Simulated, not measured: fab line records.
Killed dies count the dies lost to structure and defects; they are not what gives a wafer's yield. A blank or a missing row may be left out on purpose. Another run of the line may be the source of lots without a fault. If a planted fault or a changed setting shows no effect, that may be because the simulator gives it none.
Problem report, 8D (eight disciplines) form, completed by code / flow gf180mcu / the parts of the form that need people (team, actions taken, sign-off) are left out

== 1. THE PROBLEM ==
Mean of oes-product-au at GF_V5_STRIP_18: 0.611 a.u. across 3 wafers in 2 lots; on wafers with no fault it is 0.569 a.u. (standard deviation 0.0054). Relative to the usual mean, that is a shift of +7.8 standard deviations.
The step: strips in O2/N2.
The first sign was on wafer L409.3 at day 33 06:14, on plasma-asher-04. Wafers with a number at this step in the record: 31, from 11 lots. The rule behind "out" and "out of limits": a value lying over 4 standard deviations away from the usual mean. The other wafers with a number count as sound.

== 2. WHAT IT IS, WHAT IT ISN'T ==
question=which readings at this step | is=oes-product-au | is not=drypump-motor-current-A, heater-power-w, o2-flow-sccm
question=which lots | is=L409, L410 | is not=L389, L390, L392, L393, L396, L397, L399, L400, L405
question=which wafers of those lots | is=L409.3, L409.4, L410.4 | is not=L410.5
question=read on which tools | is=plasma-asher-03, plasma-asher-04 | is not=plasma-asher-01
question=when | is=from day 33 06:14 | is not=up to then (27 sound wafers); but 1 sound wafer of L410 came after

== 3. SUSPECTS, AND WHAT RULES EACH OUT ==
Counting: a tool at a process step up to the reading stays a suspect if it ran every lot that is out. Sound lots after the first of them don't rule it out here, since some wafers of a struck lot are sound.
- litho-track-04 at GF_V5_COAT_09 (resist thk 1000 nm): kept. It ran every lot that is out, first L409 (day 32 21:00); its last sound lot up to then is L397 (day 30 05:00).
Remaining after the count: litho-track-04 at GF_V5_COAT_09.

== 4. THE CAUSE (what the simulator had put in) ==
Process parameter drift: litho-track-04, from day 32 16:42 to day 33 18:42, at GF_V5_COAT_09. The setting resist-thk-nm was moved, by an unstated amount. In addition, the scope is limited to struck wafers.
This tool alone remained once counting was done.

== 5. THE CHAIN OF EFFECTS, in route order ==
Rows list readings where the struck wafers' mean (over those with a number) sits beyond 3 standard deviations from the usual. Only readings whose record carries a usual standard deviation are examined. hours: median over the lots of the time between each lot's start at the first step of this table that gives one and its start at this step. sigmas: the change, counted in usual standard deviations.
hours=0; step=GF_V5_CD_MEAS_14; reading=cd-nm; usual=260.2 nm; on struck wafers=255.5; change=-4.7; sigmas=-3.4
hours=0; step=GF_V5_STRIP_18; reading=oes-product-au; usual=0.569 a.u.; on struck wafers=0.611; change=+0.042; sigmas=+7.8
The process steps in it:
- GF_V5_STRIP_18: strips in O2/N2.

== 6. HOW IT WOULD HAVE BEEN CAUGHT EARLIER ==
The fault began at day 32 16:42; the first out-of-limits reading in this record came at day 33 06:14, 14 hours later.
An alarm limit of 4 standard deviations would not have fired on the tool readings at GF_V5_COAT_09 for which the record gives a usual standard deviation, since none of them was out on any struck wafer.
Each of the lots that are out, 2 in all, had begun GF_V5_COAT_09 on litho-track-04 no later than day 33 06:14. Had the tool been put on hold then, not one of them would have been saved.
